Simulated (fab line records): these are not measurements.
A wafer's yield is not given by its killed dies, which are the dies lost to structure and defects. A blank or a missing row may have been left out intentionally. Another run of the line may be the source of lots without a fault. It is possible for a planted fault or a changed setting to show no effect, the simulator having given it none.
Code-filled problem report in 8D (eight disciplines) form || flow gf180mcu || the parts of the form that need people (team, actions taken, sign-off) are left out

== 1. THE PROBLEM ==
CONTACT_CVD_02_THK at GF_CONTACT_THK_MEAS_03 reads a mean of 689 nm on 3 wafers of 2 lots; wafers without a fault read 861 nm with a standard deviation of 12. Measured from the usual mean, that is -14 standard deviations.
The first sign was on wafer L987.5 at day 20 09:33, on film-metro-04. The record holds 42 wafers of 14 lots with a number at this step. Rule for "out" (also "out of limits"): further than 4 standard deviations from the usual mean. Any other wafer with a number is counted as sound.

== 2. WHAT IT IS, WHAT IT ISN'T ==
{"question": "which readings at this step", "is": "CONTACT_CVD_02_THK", "is not": "-"}
{"question": "which lots", "is": "L987, L990", "is not": "L974, L975, L976, L977, L979, L980, L981, L982, L984, L986, L994, L996"}
{"question": "which wafers of those lots", "is": "L987.5, L990.2, L990.5", "is not": "L987.4, L987.6, L990.1"}
{"question": "read on which gauges", "is": "film-metro-02, film-metro-04", "is not": "film-metro-01"}
{"question": "when", "is": "from day 20 09:33", "is not": "up to then (32 sound wafers); but 7 sound wafers of L990, L994, L996 came after"}

== 3. THE SUSPECTS, EACH WITH WHAT RULES IT OUT ==
Counting: if a tool at a process step up to the reading ran every lot that is out, it stays a suspect. Sound lots after the first of them don't rule it out here, since some wafers of a struck lot are sound.
- the gauge at GF_CONTACT_THK_MEAS_03: ruled out. The wafers that are out were read on 2 gauges (film-metro-02, film-metro-04).
- rtp-anneal-01 at GF_SALICIDE_RTA_06 (time 30 s): kept. It ran every lot that is out, first L987 (day 20 09:06); its last sound lot up to then is L984 (day 19 00:53).
- rtp-anneal-02 at GF_SALICIDE_RTA_08 (time 30 s): kept. It ran every lot that is out, first L987 (day 20 09:17); its last sound lot up to then is L984 (day 19 01:04).
- pecvd-02 at GF_CONTACT_CVD_02 (deposits SiO2 from TEOS, target thk 860 nm, time 95.992 s): kept. It ran every lot that is out, first L987 (day 20 09:29); its last sound lot up to then is L986 (day 19 22:26).
Left after counting: rtp-anneal-01 at GF_SALICIDE_RTA_06, rtp-anneal-02 at GF_SALICIDE_RTA_08, pecvd-02 at GF_CONTACT_CVD_02.

== 4. THE CAUSE (what the simulator had put in) ==
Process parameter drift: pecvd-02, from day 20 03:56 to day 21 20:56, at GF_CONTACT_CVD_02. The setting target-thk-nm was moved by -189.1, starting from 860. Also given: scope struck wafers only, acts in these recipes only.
Of the 3 suspects that counting leaves, this tool is one.

== 5. THE CHAIN OF EFFECTS, in route order ==
Each row: a reading whose mean over the struck wafers that have a number lies more than 3 standard deviations from the usual. Scope: only readings with a usual standard deviation given in the record; hours: median across lots of the time from each lot's start at the first step in this table that gives one to its start at this step; sigmas: change in usual standard deviations.
{"hours": 0, "step": "GF_CONTACT_THK_MEAS_03", "reading": "CONTACT_CVD_02_THK", "usual": "861 nm", "on struck wafers": 689, "change": -172, "sigmas": -14}
{"hours": 4, "step": "GF_CONTACT_CMP_04", "reading": "time-to-endpoint-s", "usual": "108 s", "on struck wafers": 44, "change": -64, "sigmas": -7.3}
Its process steps:
- GF_CONTACT_CMP_04: polishes SiO2.

== 6. WHAT WOULD HAVE CAUGHT IT SOONER ==
6 hours passed between the start of the fault at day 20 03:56 and the first reading out of limits at a measuring or inspecting step in this record, taken at day 20 09:33.
Tool readings at GF_CONTACT_CVD_02 with a usual standard deviation given in the record: none out on any struck wafer, hence no alarm at a limit of 4 standard deviations on them.
Lots out: 2; of these, L990 started GF_CONTACT_CVD_02 on pecvd-02 after day 20 09:33. Had the tool been put on hold then, it would have been spared.
